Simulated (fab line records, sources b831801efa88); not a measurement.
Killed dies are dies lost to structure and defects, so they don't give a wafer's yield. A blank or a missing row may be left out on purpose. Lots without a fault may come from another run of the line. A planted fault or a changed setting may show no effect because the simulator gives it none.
Chamber matching | flow gf180mcu | GF_V5_CVD_02 on pecvd-01: 3 sister chambers
The step deposits SiO2 from TEOS, target thk 1450 nm, time 163.28 s. 27 wafers are shown with their chamber, then 12 later ones without.

WAFERS WITH THEIR CHAMBER
wafer  | chamber | heater_power_w (W)
L075.3 | 2       | 654
L075.4 | 2       | 552
L075.6 | 0       | 478
L078.2 | 2       | 677
L078.3 | 0       | 471
L078.4 | 2       | 545
L079.2 | 1       | 630
L079.3 | 0       | 497
L079.4 | 1       | 491
L081.1 | 0       | 503
L081.4 | 2       | 645
L081.5 | 0       | 387
L088.4 | 1       | 481
L088.5 | 0       | 381
L088.6 | 2       | 643
L089.1 | 1       | 605
L089.2 | 2       | 682
L089.6 | 1       | 489
L090.1 | 1       | 583
L090.2 | 2       | 700
L090.3 | 0       | 400
L090.4 | 2       | 541
L090.5 | 0       | 479
L090.6 | 1       | 487
L092.3 | 1       | 609
L092.5 | 1       | 496
L092.6 | 2       | 553

SIGNATURES (means of the wafers above)
reading        | chamber 0 | chamber 1 | chamber 2 | scatter within a chamber
heater_power_w | 449.50    | 541.22    | 619.20    | 60.3
Rule: a wafer's distance from a chamber is the root of the sum, over the readings, of the square of ((its reading less the chamber's mean) divided by the reading's scatter). The wafer belongs to the nearest chamber; if the next one is less than 2 further off, it can't be placed. The scatter: the root of (the sum of the squares of (reading less its chamber's mean) over the shown wafers, divided by (wafers less chambers)).

WAFERS WITHOUT THEIR CHAMBER
wafer  | heater_power_w (W)
L094.1 | 608
L094.3 | 684
L094.6 | 541
L095.1 | 560
L095.3 | 568
L095.6 | 614
L096.1 | 675
L096.2 | 620
L096.3 | 490
L097.3 | 523
L097.4 | 599
L097.5 | 378

WHICH CHAMBER EACH WENT THROUGH
wafer  | from the rows above          | in truth
L094.1 | can't be placed: 2 or 1      | 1
L094.3 | can't be placed: 2 or 1      | 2
L094.6 | can't be placed: 1 or 2 or 0 | 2
L095.1 | can't be placed: 1 or 2 or 0 | 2
L095.3 | can't be placed: 1 or 2 or 0 | 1
L095.6 | can't be placed: 2 or 1      | 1
L096.1 | can't be placed: 2 or 1      | 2
L096.2 | can't be placed: 2 or 1      | 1
L096.3 | can't be placed: 0 or 1 or 2 | 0
L097.3 | can't be placed: 1 or 0 or 2 | 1
L097.4 | can't be placed: 2 or 1      | 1
L097.5 | can't be placed: 0 or 1      | 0
Placed correctly: 0 of 12. Can't be placed from these rows: 12 (the true chamber is among the candidates in 12). Placed wrongly: 0.
